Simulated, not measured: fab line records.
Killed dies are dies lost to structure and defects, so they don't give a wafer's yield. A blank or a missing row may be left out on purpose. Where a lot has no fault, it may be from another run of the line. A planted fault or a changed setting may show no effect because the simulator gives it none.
Chamber matching / flow sky130 / 4 sister chambers for SKY_CONTACT_CMP_27 on cmp-02
The step polishes, stops on SiO2, t overpolish 15 s, target thk 0 nm. 33 wafers are shown with their chamber, then 12 later ones without.

WAFERS, EACH WITH ITS CHAMBER
wafer=L074.1; chamber=0; motor-current-A (A)=10.9; time-to-endpoint-s (s)=83.2; retaining-ring-pressure-frac=0.992
wafer=L074.5; chamber=3; motor-current-A (A)=12.1; time-to-endpoint-s (s)=86.8; retaining-ring-pressure-frac=0.996
wafer=L074.6; chamber=0; motor-current-A (A)=10.4; time-to-endpoint-s (s)=81.0; retaining-ring-pressure-frac=1.002
wafer=L075.2; chamber=0; motor-current-A (A)=10.3; time-to-endpoint-s (s)=81.9; retaining-ring-pressure-frac=0.999
wafer=L075.4; chamber=1; motor-current-A (A)=10.7; time-to-endpoint-s (s)=84.6; retaining-ring-pressure-frac=0.995
wafer=L075.5; chamber=3; motor-current-A (A)=12.4; time-to-endpoint-s (s)=84.6; retaining-ring-pressure-frac=1.002
wafer=L077.4; chamber=2; motor-current-A (A)=13.0; time-to-endpoint-s (s)=84.7; retaining-ring-pressure-frac=1.011
wafer=L077.5; chamber=0; motor-current-A (A)=10.9; time-to-endpoint-s (s)=83.5; retaining-ring-pressure-frac=0.996
wafer=L077.6; chamber=3; motor-current-A (A)=11.8; time-to-endpoint-s (s)=86.5; retaining-ring-pressure-frac=1.003
wafer=L079.1; chamber=1; motor-current-A (A)=11.0; time-to-endpoint-s (s)=82.5; retaining-ring-pressure-frac=1.004
wafer=L079.5; chamber=1; motor-current-A (A)=10.8; time-to-endpoint-s (s)=83.1; retaining-ring-pressure-frac=1.006
wafer=L079.6; chamber=0; motor-current-A (A)=10.5; time-to-endpoint-s (s)=78.7; retaining-ring-pressure-frac=1.006
wafer=L080.1; chamber=1; motor-current-A (A)=10.5; time-to-endpoint-s (s)=86.5; retaining-ring-pressure-frac=1.005
wafer=L080.5; chamber=1; motor-current-A (A)=10.4; time-to-endpoint-s (s)=83.8; retaining-ring-pressure-frac=1.003
wafer=L080.6; chamber=0; motor-current-A (A)=10.7; time-to-endpoint-s (s)=81.9; retaining-ring-pressure-frac=0.998
wafer=L078.2; chamber=1; motor-current-A (A)=10.5; time-to-endpoint-s (s)=83.6; retaining-ring-pressure-frac=0.998
wafer=L078.4; chamber=3; motor-current-A (A)=12.7; time-to-endpoint-s (s)=84.8; retaining-ring-pressure-frac=1.001
wafer=L078.5; chamber=0; motor-current-A (A)=10.5; time-to-endpoint-s (s)=81.6; retaining-ring-pressure-frac=0.999
wafer=L082.1; chamber=1; motor-current-A (A)=11.2; time-to-endpoint-s (s)=84.9; retaining-ring-pressure-frac=1.006
wafer=L082.2; chamber=0; motor-current-A (A)=10.7; time-to-endpoint-s (s)=80.5; retaining-ring-pressure-frac=1.000
wafer=L082.4; chamber=3; motor-current-A (A)=13.2; time-to-endpoint-s (s)=79.4; retaining-ring-pressure-frac=0.997
wafer=L088.1; chamber=2; motor-current-A (A)=12.2; time-to-endpoint-s (s)=84.3; retaining-ring-pressure-frac=0.999
wafer=L088.2; chamber=1; motor-current-A (A)=11.2; time-to-endpoint-s (s)=85.0; retaining-ring-pressure-frac=1.000
wafer=L088.3; chamber=0; motor-current-A (A)=10.8; time-to-endpoint-s (s)=83.8; retaining-ring-pressure-frac=0.997
wafer=L089.1; chamber=3; motor-current-A (A)=12.2; time-to-endpoint-s (s)=87.7; retaining-ring-pressure-frac=1.005
wafer=L089.5; chamber=0; motor-current-A (A)=10.4; time-to-endpoint-s (s)=82.8; retaining-ring-pressure-frac=0.997
wafer=L089.6; chamber=3; motor-current-A (A)=11.6; time-to-endpoint-s (s)=86.6; retaining-ring-pressure-frac=1.006
wafer=L090.1; chamber=0; motor-current-A (A)=10.5; time-to-endpoint-s (s)=81.7; retaining-ring-pressure-frac=1.000
wafer=L090.3; chamber=2; motor-current-A (A)=12.6; time-to-endpoint-s (s)=82.8; retaining-ring-pressure-frac=1.004
wafer=L090.6; chamber=1; motor-current-A (A)=10.1; time-to-endpoint-s (s)=81.2; retaining-ring-pressure-frac=0.998
wafer=L092.2; chamber=0; motor-current-A (A)=11.2; time-to-endpoint-s (s)=79.0; retaining-ring-pressure-frac=0.997
wafer=L092.5; chamber=1; motor-current-A (A)=10.8; time-to-endpoint-s (s)=81.5; retaining-ring-pressure-frac=1.001
wafer=L092.6; chamber=0; motor-current-A (A)=10.6; time-to-endpoint-s (s)=82.9; retaining-ring-pressure-frac=0.997

SIGNATURES (averages over the wafers above)
reading=motor-current-A; chamber 0=10.646; chamber 1=10.720; chamber 2=12.600; chamber 3=12.286; scatter within a chamber=0.371
reading=time-to-endpoint-s; chamber 0=81.731; chamber 1=83.670; chamber 2=83.933; chamber 3=85.200; scatter within a chamber=1.9
reading=retaining-ring-pressure-frac; chamber 0=0.99846; chamber 1=1.00160; chamber 2=1.00467; chamber 3=1.00143; scatter within a chamber=0.00381
Rule: a wafer lies at a distance from a chamber equal to the root of the sum of squares, over the readings, of (its reading less the chamber's mean, divided by the reading's scatter). The wafer belongs to the nearest chamber; if the next one is less than 2 further off, it can't be placed. How the scatter is found: for the shown wafers, subtract from each reading the mean of its chamber, square and add these, divide the total by (wafers less chambers), then take the root.

WAFERS WITHOUT THEIR CHAMBER
wafer=L094.1; motor-current-A (A)=10.7; time-to-endpoint-s (s)=79.9; retaining-ring-pressure-frac=0.997
wafer=L094.4; motor-current-A (A)=11.0; time-to-endpoint-s (s)=86.6; retaining-ring-pressure-frac=1.000
wafer=L094.5; motor-current-A (A)=12.8; time-to-endpoint-s (s)=83.0; retaining-ring-pressure-frac=1.004
wafer=L095.1; motor-current-A (A)=10.3; time-to-endpoint-s (s)=83.5; retaining-ring-pressure-frac=1.006
wafer=L095.5; motor-current-A (A)=12.3; time-to-endpoint-s (s)=84.6; retaining-ring-pressure-frac=0.998
wafer=L095.6; motor-current-A (A)=11.2; time-to-endpoint-s (s)=84.2; retaining-ring-pressure-frac=0.997
wafer=L096.2; motor-current-A (A)=10.8; time-to-endpoint-s (s)=80.8; retaining-ring-pressure-frac=1.003
wafer=L096.4; motor-current-A (A)=12.0; time-to-endpoint-s (s)=85.0; retaining-ring-pressure-frac=1.005
wafer=L096.5; motor-current-A (A)=10.6; time-to-endpoint-s (s)=86.8; retaining-ring-pressure-frac=1.002
wafer=L097.3; motor-current-A (A)=10.4; time-to-endpoint-s (s)=82.7; retaining-ring-pressure-frac=1.000
wafer=L097.4; motor-current-A (A)=11.8; time-to-endpoint-s (s)=82.2; retaining-ring-pressure-frac=1.003
wafer=L097.5; motor-current-A (A)=13.1; time-to-endpoint-s (s)=81.1; retaining-ring-pressure-frac=1.004

CHAMBER TAKEN BY EACH
wafer=L094.1; from the rows above=can't be placed: 0 or 1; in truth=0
wafer=L094.4; from the rows above=can't be placed: 1 or 0 or 3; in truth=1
wafer=L094.5; from the rows above=can't be placed: 2 or 3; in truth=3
wafer=L095.1; from the rows above=can't be placed: 1 or 0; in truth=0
wafer=L095.5; from the rows above=can't be placed: 3 or 2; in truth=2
wafer=L095.6; from the rows above=can't be placed: 1 or 0 or 3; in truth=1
wafer=L096.2; from the rows above=can't be placed: 0 or 1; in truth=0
wafer=L096.4; from the rows above=can't be placed: 3 or 2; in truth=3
wafer=L096.5; from the rows above=can't be placed: 1 or 0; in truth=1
wafer=L097.3; from the rows above=can't be placed: 0 or 1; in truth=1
wafer=L097.4; from the rows above=can't be placed: 3 or 2 or 1 or 0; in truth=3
wafer=L097.5; from the rows above=can't be placed: 2 or 3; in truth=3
0 of 12 placed correctly. From these rows, 12 cannot be placed; in 12 the true chamber is one of the candidates. 0 placed wrongly.
